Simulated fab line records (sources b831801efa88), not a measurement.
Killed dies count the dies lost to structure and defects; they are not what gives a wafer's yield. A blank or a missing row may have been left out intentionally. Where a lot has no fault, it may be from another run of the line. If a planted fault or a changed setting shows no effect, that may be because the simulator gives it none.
What tool caused it? / flow gf180mcu / 36 wafers from 12 lots sampled at 6 of the route's 602 steps

== WHAT EACH GAUGE READ, for each wafer ==
GF_DNWELL_TW_MEAS_09.
lot=L731; measured=day 2 20:26; on=film metro-02; DNWELL_TW=1362 1359 1355
lot=L732; measured=day 3 00:53; on=film metro-02; DNWELL_TW=1355 1360 1362
lot=L733; measured=day 3 06:16; on=film metro-03; DNWELL_TW=1353 1348 1352
lot=L734; measured=day 3 11:09; on=film metro-03; DNWELL_TW=1347 1345 1340
lot=L735; measured=day 3 20:04; on=film metro-02; DNWELL_TW=1358 1353 1362
lot=L739; measured=day 4 14:32; on=film metro-02; DNWELL_TW=1355 1357 1347
lot=L740; measured=day 5 00:50; on=film metro-04; DNWELL_TW=1346 1342 1339
lot=L742; measured=day 5 06:26; on=film metro-03; DNWELL_TW=1350 1352 1356
lot=L743; measured=day 5 11:38; on=film metro-03; DNWELL_TW=1347 1346 1352
lot=L749; measured=day 6 18:43; on=film metro-03; DNWELL_TW=31 31 31
lot=L750; measured=day 6 23:48; on=film metro-02; DNWELL_TW=1353 1363 1344
lot=L754; measured=day 7 20:14; on=film metro-02; DNWELL_TW=1362 1365 1367

GF_NWELL_TW_MEAS_11.
lot=L731; measured=day 3 09:22; on=film metro-01; NWELL_TW=1572 1569 1574
lot=L732; measured=day 3 14:25; on=film metro-03; NWELL_TW=1571 1571 1583
lot=L733; measured=day 3 18:20; on=film metro-04; NWELL_TW=1575 1574 1566
lot=L734; measured=day 3 23:44; on=film metro-03; NWELL_TW=1568 1569 1563
lot=L735; measured=day 4 09:25; on=film metro-03; NWELL_TW=1573 1581 1577
lot=L739; measured=day 5 05:10; on=film metro-04; NWELL_TW=1562 1548 1562
lot=L740; measured=day 5 15:49; on=film metro-03; NWELL_TW=1570 1571 1571
lot=L742; measured=day 5 21:35; on=film metro-03; NWELL_TW=1585 1585 1575
lot=L743; measured=day 6 02:40; on=film metro-01; NWELL_TW=1570 1563 1565
lot=L749; measured=day 7 10:43; on=film metro-04; NWELL_TW=1828 1833 1828
lot=L750; measured=day 7 16:35; on=film metro-04; NWELL_TW=1569 1569 1555
lot=L754; measured=day 8 12:43; on=film metro-03; NWELL_TW=1578 1576 1566

GF_M2_RS_MEAS_05: a four-point-probe measurement.
lot=L731; measured=day 18 13:47; on=film metro-03; M2_ALCU_RS (ohm/sq)=0.0707 0.0698 0.0700
lot=L732; measured=day 18 20:10; on=film metro-04; M2_ALCU_RS (ohm/sq)=0.0704 0.0695 0.0701
lot=L733; measured=day 19 01:12; on=film metro-04; M2_ALCU_RS (ohm/sq)=0.0703 0.0686 0.0699
lot=L734; measured=day 19 20:33; on=film metro-04; M2_ALCU_RS (ohm/sq)=0.0701 0.0702 0.0702
lot=L735; measured=day 20 01:34; on=film metro-02; M2_ALCU_RS (ohm/sq)=0.0694 0.0687 0.0692
lot=L739; measured=day 21 15:47; on=film metro-02; M2_ALCU_RS (ohm/sq)=0.0696 0.0696 0.0700
lot=L740; measured=day 22 08:07; on=film metro-02; M2_ALCU_RS (ohm/sq)=0.0700 0.0699 0.0699
lot=L742; measured=day 22 16:01; on=film metro-02; M2_ALCU_RS (ohm/sq)=0.0677 0.0682 0.0678
lot=L743; measured=day 22 22:34; on=film metro-04; M2_ALCU_RS (ohm/sq)=0.0686 0.0678 0.0690
lot=L749; measured=day 24 22:41; on=film metro-02; M2_ALCU_RS (ohm/sq)=0.0704 0.0708 0.0706
lot=L750; measured=day 25 09:45; on=film metro-04; M2_ALCU_RS (ohm/sq)=0.0712 0.0712 0.0707
lot=L754; measured=day 26 08:49; on=film metro-02; M2_ALCU_RS (ohm/sq)=0.0717 0.0701 0.0709

== EACH LOT AND THE TOOL THAT RAN IT (in order: tool; ch and the chambers of the sampled wafers; start) ==
lot=L731; GF_DNWELL_EXPOSE_04=iline stepper-02 ch 0, day 2 13:59; GF_V1_CMP_04=cmp-02 ch 1,2,3, day 17 08:10; GF_M2_SPUTTER_02=pvd sputter-02, day 18 13:42
lot=L732; GF_DNWELL_EXPOSE_04=iline stepper-02 ch 0, day 2 18:44; GF_V1_CMP_04=cmp-01 ch 0,1,3, day 17 18:07; GF_M2_SPUTTER_02=pvd sputter-02, day 18 20:03
lot=L733; GF_DNWELL_EXPOSE_04=iline stepper-02 ch 0, day 3 00:05; GF_V1_CMP_04=cmp-01 ch 0,2,3, day 17 23:16; GF_M2_SPUTTER_02=pvd sputter-04, day 19 01:03
lot=L734; GF_DNWELL_EXPOSE_04=iline stepper-01 ch 0, day 3 05:10; GF_V1_CMP_04=cmp-02 ch 0,1,2, day 18 18:16; GF_M2_SPUTTER_02=pvd sputter-01, day 19 20:26
lot=L735; GF_DNWELL_EXPOSE_04=iline stepper-02 ch 0, day 3 13:47; GF_V1_CMP_04=cmp-02 ch 0,1,3, day 18 23:14; GF_M2_SPUTTER_02=pvd sputter-02, day 20 01:28
lot=L739; GF_DNWELL_EXPOSE_04=iline stepper-02 ch 0, day 4 08:02; GF_V1_CMP_04=cmp-02 ch 0,1,2, day 20 13:30; GF_M2_SPUTTER_02=pvd sputter-02, day 21 15:42
lot=L740; GF_DNWELL_EXPOSE_04=iline stepper-02 ch 0, day 4 17:38; GF_V1_CMP_04=cmp-02 ch 1,2,3, day 21 06:44; GF_M2_SPUTTER_02=pvd sputter-02, day 22 08:00
lot=L742; GF_DNWELL_EXPOSE_04=iline stepper-01 ch 0, day 4 23:05; GF_V1_CMP_04=cmp-02 ch 0,2, day 21 14:41; GF_M2_SPUTTER_02=pvd sputter-04, day 22 15:53
lot=L743; GF_DNWELL_EXPOSE_04=iline stepper-01 ch 0, day 5 03:43; GF_V1_CMP_04=cmp-01 ch 1,2, day 21 21:08; GF_M2_SPUTTER_02=pvd sputter-04, day 22 22:28
lot=L749; GF_DNWELL_EXPOSE_04=iline stepper-02 ch 0, day 6 10:59; GF_V1_CMP_04=cmp-01 ch 0,2,3, day 23 22:02; GF_M2_SPUTTER_02=pvd sputter-02, day 24 22:36
lot=L750; GF_DNWELL_EXPOSE_04=iline stepper-02 ch 0, day 6 15:55; GF_V1_CMP_04=cmp-01 ch 0,3, day 24 09:10; GF_M2_SPUTTER_02=pvd sputter-02, day 25 09:36
lot=L754; GF_DNWELL_EXPOSE_04=iline stepper-01 ch 0, day 7 11:51; GF_V1_CMP_04=cmp-02 ch 0,1,2, day 25 09:28; GF_M2_SPUTTER_02=pvd sputter-02, day 26 08:42
- GF_DNWELL_EXPOSE_04: exposes mask DNWELL, target cd 1700 nm.
- GF_V1_CMP_04: polishes SiO2.
- GF_M2_SPUTTER_02: material AlCu, target thk 450 nm, time 23.9 s.

== AS READ BY THE TOOLS THEMSELVES (means over the sampled wafers that have a number; for cases with no such wafer, the mark the record gives instead) ==
GF_DNWELL_EXPOSE_04.
lot=L731; tool=iline stepper-02; stage vel mm s (mm/s)=500.02
lot=L732; tool=iline stepper-02; stage vel mm s (mm/s)=499.88
lot=L733; tool=iline stepper-02; stage vel mm s (mm/s)=499.94
lot=L734; tool=iline stepper-01; stage vel mm s (mm/s)=500.09
lot=L735; tool=iline stepper-02; stage vel mm s (mm/s)=499.98
lot=L739; tool=iline stepper-02; stage vel mm s (mm/s)=500.19
lot=L740; tool=iline stepper-02; stage vel mm s (mm/s)=499.57
lot=L742; tool=iline stepper-01; stage vel mm s (mm/s)=500.16
lot=L743; tool=iline stepper-01; stage vel mm s (mm/s)=499.99
lot=L749; tool=iline stepper-02; stage vel mm s (mm/s)=500.10
lot=L750; tool=iline stepper-02; stage vel mm s (mm/s)=499.83
lot=L754; tool=iline stepper-01; stage vel mm s (mm/s)=500.22

GF_V1_CMP_04.
lot=L731; tool=cmp-02; motor current A (A)=10.7; time to endpoint s (s)=77
lot=L732; tool=cmp-01; motor current A (A)=12.8; time to endpoint s (s)=94
lot=L733; tool=cmp-01; motor current A (A)=11.5; time to endpoint s (s)=87
lot=L734; tool=cmp-02; motor current A (A)=10.5; time to endpoint s (s)=84
lot=L735; tool=cmp-02; motor current A (A)=11.0; time to endpoint s (s)=82
lot=L739; tool=cmp-02; motor current A (A)=10.8; time to endpoint s (s)=86
lot=L740; tool=cmp-02; motor current A (A)=10.9; time to endpoint s (s)=86
lot=L742; tool=cmp-02; motor current A (A)=10.5; time to endpoint s (s)=80
lot=L743; tool=cmp-01; motor current A (A)=12.1; time to endpoint s (s)=78
lot=L749; tool=cmp-01; motor current A (A)=11.9; time to endpoint s (s)=81
lot=L750; tool=cmp-01; motor current A (A)=12.2; time to endpoint s (s)=78
lot=L754; tool=cmp-02; motor current A (A)=10.4; time to endpoint s (s)=81

GF_M2_SPUTTER_02.
lot=L731; tool=pvd sputter-02; throttle valve pct (%)=30.0
lot=L732; tool=pvd sputter-02; throttle valve pct (%)=29.2
lot=L733; tool=pvd sputter-04; throttle valve pct (%)=30.2
lot=L734; tool=pvd sputter-01; throttle valve pct (%)=30.8
lot=L735; tool=pvd sputter-02; throttle valve pct (%)=29.1
lot=L739; tool=pvd sputter-02; throttle valve pct (%)=30.0
lot=L740; tool=pvd sputter-02; throttle valve pct (%)=31.0
lot=L742; tool=pvd sputter-04; throttle valve pct (%)=30.7
lot=L743; tool=pvd sputter-04; throttle valve pct (%)=30.7
lot=L749; tool=pvd sputter-02; throttle valve pct (%)=29.9
lot=L750; tool=pvd sputter-02; throttle valve pct (%)=30.3
lot=L754; tool=pvd sputter-02; throttle valve pct (%)=29.2

== THE ANSWER, worked out from the rows above alone ==
Rule: the lots themselves supply what counts as usual. Put in order of their means at a reading, lots are off if they are a third of the lots or fewer, leave a main group of 4 or more, and stand apart from it by a gap of 3 or more times the standard deviation of the main group's means; of several such gaps the widest counts. The tables above print the reading to a certain number of digits; a main group whose means all agree to those digits is not used. Also off: a lot with no number at a reading for which 4 or more lots have one. All remaining lots with rows at the step are treated as sound. First the gauges in route order, then the tools' own readings, where a lot's mean is used as printed above. At the first step where some lot is off, the reading lying furthest off is the one used; lots without a number count as furthest.
Off: L749, at GF_DNWELL_TW_MEAS_09 (DNWELL_TW). The main group: mean 1353, standard deviation 6.4.
A tool fits if, at a process step before that reading, it ran every lot that is off, and no sound lot after the first of them. The gauges at GF_DNWELL_TW_MEAS_09 aren't tried: what is off there is off at GF_NWELL_TW_MEAS_11 too, on other tools, and a gauge's error can't cause that. Of those tried, none fits.

== WHAT HAD BEEN PUT IN BY THE SIMULATOR ==
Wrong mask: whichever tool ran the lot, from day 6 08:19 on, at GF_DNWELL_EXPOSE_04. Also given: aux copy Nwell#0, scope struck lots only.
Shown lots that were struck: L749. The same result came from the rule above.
